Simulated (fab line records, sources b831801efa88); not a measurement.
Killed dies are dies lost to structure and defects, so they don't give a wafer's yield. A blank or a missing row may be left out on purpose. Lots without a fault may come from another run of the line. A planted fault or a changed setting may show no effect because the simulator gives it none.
fab line records | flow sky130
record lots=11 wafers=33 last_day=50
route steps=708 shown VIA2@531 METAL3@534 CAPM@539
lots that met no fault: from a run of the same line without faults
start_h: hours from the record's first day to the start of the lot's first wafer shown | wait_h: hours since the lot's step before | " the same as in the row above | L1.1+2: a row that stands for several wafers | - no value, or no start given | * or withheld: withheld | < > ~ a bound
route shown NAME@n: a module of which the file shows steps, and the number in the route of the first | usual: mean/standard deviation of fault-free wafers | same: alike in all rows | chamber/n: place in a boat | sites: the reading at each site | _std_site: their standard deviation | _edge_site: outer sites' mean less inner sites' | radius_mm: how far each site lies from the wafer's centre | mask NAME#n: copy n | behind: the tool/chamber that last shaped the wafer | hold: why the lot was held/for how many hours/how that ended | device: the transistor (n, p or np) that didn't switch | end of line: the same wafers' tests at the end of the route | a step without rows: its recipe alone | killed: dies lost to structure and defects at the first sort, not the wafer's yield | map: a wafer's dies, x killed, . not, _ none there
set.NAME: the setting as run; set.NAME@STEP: as run at that earlier step | model.NAME: the simulator's own value behind a step, which no gauge read
steps of the route over a sample of lots; a table a step, a row a wafer
services: from which hour (start_h, from the record's first day; less than 0 if before it) a tool's chamber was out of use, for how many hours, and why
## steps
# step SKY_VIA2_CMP_24
# recipe stop_on=SiO2 t_overpolish_s=20 down_force_psi=3.5 platen_rpm=60 target_thk_nm=0 pad_velocity_m_s=0.94248
# usual motor_current_A=11.4/1.2 overpolish_run_s=20.000/0.01 time_to_endpoint_s=100/3.1
# same t_overpolish_s=20
# columns lot.wafer tool chamber start_h wait_h motor_current_A overpolish_run_s time_to_endpoint_s
L557.4 cmp-02 2 862.92 0.2 12.6 19.998 95
L557.6 " 3 " " 10.8 19.999 94
L557.5 " 0 " " 9.8 19.997 98
L558.2 cmp-01 2 877.00 0.1 10.5 20.007 109
L558.4 " 3 " " 11.6 20.006 104
L558.1 " 0 " " 10.4 20.002 102
L559.1 cmp-02 0 881.56 0.2 9.7 20.002 101
L559.2 " 1 " " 12.9 20.002 100
L559.5 " 2 " " 12.6 19.990 101
L560.3 cmp-01 3 888.74 0.0 11.8 19.990 103
L560.2 " 0 " " 10.7 20.011 96
L560.1 " 2 " " 10.3 20.003 105
L561.3 cmp-02 0 890.74 0.1 9.1 19.988 103
L561.2 " 1 " " 12.9 20.015 101
L561.6 " 3 " " 11.3 19.984 102
L562.1 cmp-02 0 902.80 0.1 9.2 20.006 99
L562.3 " 2 " " 13.1 19.999 99
L562.6 " 0 " " 9.2 19.988 100
L564.4 cmp-02 3 913.76 0.3 10.4 19.992 99
L564.5 " 1 " " 13.1 20.000 99
L564.6 " 2 " " 12.8 19.999 98
L573.1 cmp-02 2 979.03 0.1 12.7 20.003 96
L573.4 " 3 " " 11.4 19.994 102
L573.5 " 2 " " 12.5 19.977 102
L575.1 cmp-02 0 983.22 0.1 9.8 20.000 104
L575.4 " 1 " " 12.7 19.987 100
L575.6 " 1 " " 12.9 19.995 98
L577.1 cmp-02 3 1005.06 0.1 11.1 20.011 101
L577.3 " 2 " " 12.4 19.995 101
L577.6 " 3 " " 10.5 20.010 100
L578.1 cmp-01 1 1013.50 0.1 11.7 19.992 107
L578.2 " 2 " " 10.8 20.015 107
L578.3 " 3 " " 11.5 19.996 105
# step SKY_METAL3_SPUTTER_02
# recipe material=AlCu target_thk_nm=735 power_w=10600 time_s=39.1 chamber_pressure_pa=0.4
# usual throttle_valve_pct=30.3/0.71
# columns lot.wafer tool chamber start_h wait_h throttle_valve_pct
L557.4 pvd_sputter-04 - 863.11 0.0 30.1
L557.5 " - " " 30.2
L557.6 " - " " 29.4
L558.1 pvd_sputter-04 - 877.30 0.0 31.7
L558.2 " - " " 30.0
L558.4 " - " " 30.0
L559.1 pvd_sputter-01 - 881.81 0.0 30.7
L559.2 " - " " 30.1
L559.5 " - " " 30.0
L560.1 pvd_sputter-04 - 889.09 0.0 30.1
L560.2 " - " " 29.7
L560.3 " - " " 29.6
L561.2 pvd_sputter-04 - 890.99 0.0 31.8
L561.3 " - " " 30.2
L561.6 " - " " 31.8
L562.1 pvd_sputter-04 - 903.15 0.0 30.3
L562.3 " - " " 29.7
L562.6 " - " " 29.4
L564.4 pvd_sputter-01 - 914.01 0.0 29.9
L564.5 " - " " 30.2
L564.6 " - " " 30.8
L573.1 pvd_sputter-04 - 979.38 0.0 29.3
L573.4 " - " " 30.2
L573.5 " - " " 29.6
L575.1 pvd_sputter-04 - 983.56 0.0 29.9
L575.4 " - " " 30.2
L575.6 " - " " 30.1
L577.1 pvd_sputter-03 - 1005.41 0.0 29.7
L577.3 " - " " 30.1
L577.6 " - " " 31.2
L578.1 pvd_sputter-01 - 1013.80 0.0 30.8
L578.2 " - " " 30.0
L578.3 " - " " 30.9
# step SKY_CAPM_SPUTTER_02
# recipe material=TiN target_thk_nm=200 temp_c=300 power_w=6500 time_s=166.7 chamber_pressure_pa=0.4
# usual throttle_valve_pct=30.1/0.87
# columns lot.wafer tool chamber start_h wait_h throttle_valve_pct
L557.4 pvd_sputter-02 - 863.30 0.0 29.2
L557.5 " - " " 29.3
L557.6 " - " " 31.6
L558.1 pvd_sputter-02 - 877.50 0.1 29.0
L558.2 " - " " 29.3
L558.4 " - " " 30.0
L559.1 pvd_sputter-04 - 881.99 0.1 29.2
L559.2 " - " " 30.0
L559.5 " - " " 31.7
L560.1 pvd_sputter-02 - 889.28 0.1 31.6
L560.2 " - " " 29.1
L560.3 " - " " 29.2
L561.2 pvd_sputter-02 - 891.18 0.0 29.8
L561.3 " - " " 31.5
L561.6 " - " " 29.1
L562.1 pvd_sputter-02 - 903.34 0.1 29.9
L562.3 " - " " 31.9
L562.6 " - " " 29.2
L564.4 pvd_sputter-04 - 914.19 0.0 31.7
L564.5 " - " " 30.2
L564.6 " - " " 29.1
L573.1 pvd_sputter-01 - 979.56 0.1 30.3
L573.4 " - " " 30.2
L573.5 " - " " 30.6
L575.1 pvd_sputter-02 - 983.75 0.1 29.2
L575.4 " - " " 30.2
L575.6 " - " " 29.1
L577.1 pvd_sputter-01 - 1005.59 0.1 29.9
L577.3 " - " " 30.8
L577.6 " - " " 29.9
L578.1 pvd_sputter-04 - 1013.99 0.1 29.1
L578.2 " - " " 30.2
L578.3 " - " " 31.5
# step SKY_METAL3_DESCUM_15
# recipe chemistry=O2 source_power_w=150 bias_power_w=0 pressure_mtorr=10 temp_c=40 time_s=8
# usual drypump_motor_current_A=5.6/0.43 oes_product_au=0.998/0.01 temp_c=40.00/0.11
# columns lot.wafer tool chamber start_h wait_h drypump_motor_current_A oes_product_au rf_hours_counter_h temp_c
L557.4 rie_metal-01 0 914.70 0.0 5.3 1.000 - 39.78
L557.5 " 1 " " 5.7 0.983 - 39.85
L557.6 " 0 " " 5.2 1.004 - 39.86
L558.1 rie_metal-01 0 928.79 0.0 5.3 1.002 11 40.16
L558.2 " 1 " " 5.7 0.992 16 40.01
L558.4 " 1 " " 5.7 0.980 - 39.95
L559.1 rie_metal-03 1 933.04 0.0 5.7 1.000 5 40.19
L559.2 " 1 " " 5.7 0.996 - 40.24
L559.5 " 1 " " 5.7 0.991 - 40.24
L560.1 rie_metal-02 1 939.64 0.0 5.2 0.995 2 39.80
L560.2 " 1 " " 5.2 0.989 - 39.86
L560.3 " 1 " " 5.2 0.999 - 39.90
L561.2 rie_metal-02 1 941.89 0.0 5.2 0.990 - 40.07
L561.3 " 1 " " 5.2 0.988 - 40.06
L561.6 " 1 " " 5.2 0.990 - 40.06
L562.1 rie_metal-01 0 953.43 0.0 5.3 1.005 12 40.11
L562.3 " 0 " " 5.2 1.000 - 39.96
L562.6 " 0 " " 5.2 0.999 - 39.96
L564.4 rie_metal-01 1 963.49 0.0 5.7 0.985 - 39.86
L564.5 " 0 " " 5.2 1.000 - 39.95
L564.6 " 1 " " 5.7 0.986 - 39.84
L573.1 rie_metal-02 1 1026.94 0.0 5.2 1.008 8 39.88
L573.4 " 1 " " 5.2 1.003 - 39.91
L573.5 " 1 " " 5.2 0.995 - 39.77
L575.1 rie_metal-01 0 1031.58 0.0 5.3 1.002 16 40.10
L575.4 " 0 " " 5.3 1.003 - 39.81
L575.6 " 0 " " 5.3 1.005 - 40.01
L577.1 rie_metal-02 0 1051.08 0.0 6.4 1.026 5 39.92
L577.3 " 1 " " 5.2 1.009 - 39.93
L577.6 " 1 " " 5.2 1.005 - 40.11
L578.1 rie_metal-03 0 1059.53 0.0 5.5 0.988 6 40.19
L578.2 " 1 " " 5.8 0.995 13 40.11
L578.3 " 1 " " 5.7 0.989 - 40.07
# step SKY_METAL3_METAL_ETCH_18
# recipe target_depth_a=8450 stop_on=SiO2 over_etch_frac=0.3 time_s=183.1 chemistry=Cl2/BCl3 resist_sidewall_deg=88 pressure_mtorr=10 icp_w=900 bias_w=48.5 Cl2_flow_sccm=60 bcl3_flow_sccm=30
# usual drypump_motor_current_A=5.6/0.31 oes_product_au=0.866/0.0057 throttle_valve_pct=22.264/0.0099
# columns lot.wafer tool chamber start_h wait_h drypump_motor_current_A oes_product_au rf_hours_counter_h throttle_valve_pct
L557.4 rie_metal-03 1 914.90 0.1 5.7 0.865 - 22.253
L557.5 " 1 " " 5.7 0.869 - 22.262
L557.6 " 0 " " 5.5 0.872 - 22.263
L558.1 rie_metal-03 1 928.94 0.0 5.7 0.857 5 22.278
L558.2 " 1 " " 5.7 0.857 - 22.263
L558.4 " 1 " " 5.7 0.854 - 22.261
L559.1 rie_metal-02 1 933.32 0.0 5.2 0.866 1 22.283
L559.2 " 0 " " 6.4 0.863 16 22.273
L559.5 " 0 " " 6.4 0.874 - 22.261
L560.1 rie_metal-03 1 939.92 0.0 5.7 0.867 6 22.270
L560.2 " 1 " " 5.7 0.866 - 22.260
L560.3 " 1 " " 5.7 0.868 - 22.262
L561.2 rie_metal-03 1 942.21 0.1 5.7 0.863 - 22.265
L561.3 " 1 " " 5.7 0.871 - 22.247
L561.6 " 1 " " 5.7 0.868 - 22.259
L562.1 rie_metal-03 1 953.58 0.0 5.7 0.866 7 22.255
L562.3 " 1 " " 5.7 0.876 - 22.280
L562.6 " 0 " " 5.5 0.869 - 22.260
L564.4 rie_metal-03 1 963.69 0.1 5.8 0.864 - 22.249
L564.5 " 1 " " 5.7 0.861 - 22.262
L564.6 " 0 " " 5.5 0.853 - 22.266
L573.1 rie_metal-01 0 1027.09 0.0 5.2 0.921 16 22.255
L573.4 " 1 " " 5.7 0.920 - 22.277
L573.5 " 1 " " 5.7 0.922 - 22.267
L575.1 rie_metal-03 1 1031.73 0.0 5.7 0.924 11 22.261
L575.4 " 0 " " 5.4 0.926 - 22.267
L575.6 " 0 " " 5.5 0.923 - 22.252
L577.1 rie_metal-03 0 1051.23 0.0 5.5 0.870 6 22.276
L577.3 " 1 " " 5.7 0.873 - 22.249
L577.6 " 0 " " 5.5 0.876 - 22.249
L578.1 rie_metal-01 0 1059.68 0.0 5.3 0.865 19 22.267
L578.2 " 1 " " 5.7 0.868 24 22.254
L578.3 " 0 " " 5.3 0.871 - 22.249
## services
# columns tool chamber start_h hours kind
cmp-02 - 846.64 2.4 repair
cmp-01 - 848.47 1.1 repair
pvd_sputter-03 - 858.00 2.0 repair
cmp-01 - 892.82 0.4 repair
cmp-01 - 907.14 7.5 pm
cmp-02 - 909.67 0.5 repair
pvd_sputter-03 - 911.76 4.0 repair
cmp-01 - 914.69 4.0 pm
rie_metal-03 0 921.12 - clean
rie_metal-03 0 921.12 22.3 scheduled_down
rie_metal-03 0 921.12 22.3 vent_cycle
cmp-01 - 931.04 23.4 repair
cmp-01 - 941.94 1.1 repair
pvd_sputter-01 - 953.55 0.6 repair
rie_metal-03 - 959.78 0.1 repair
rie_metal-03 - 988.28 4.3 pm
rie_metal-02 - 1000.08 1.2 repair
pvd_sputter-04 - 1002.12 4.5 repair
pvd_sputter-04 2 1025.96 - consumable_replace:kit
pvd_sputter-04 2 1025.96 18.0 scheduled_down
cmp-01 - 1042.19 10.5 pm
pvd_sputter-01 - 1046.20 4.0 repair
pvd_sputter-02 - 1054.42 3.2 repair
cmp-02 - 1054.84 4.6 pm
## key
first_sign step=SKY_METAL3_METAL_ETCH_18 reading=oes_product_au direction=up sigmas=9.9 usual=0.866 struck=0.923
effect none on later readings
met_at SKY_METAL3_SPUTTER_02
struck_lots L573,L575
not_acting_at SKY_VIA2_CMP_24,SKY_CAPM_SPUTTER_02,SKY_METAL3_DESCUM_15
onset_between 903.15 979.38
fault kind=process_parameter_drift tool=pvd_sputter-04 chamber=- onset_h=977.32 steps=SKY_METAL3_SPUTTER_02 channel=time_s offset=* shape=step end_h=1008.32 acts_in=* stated=*
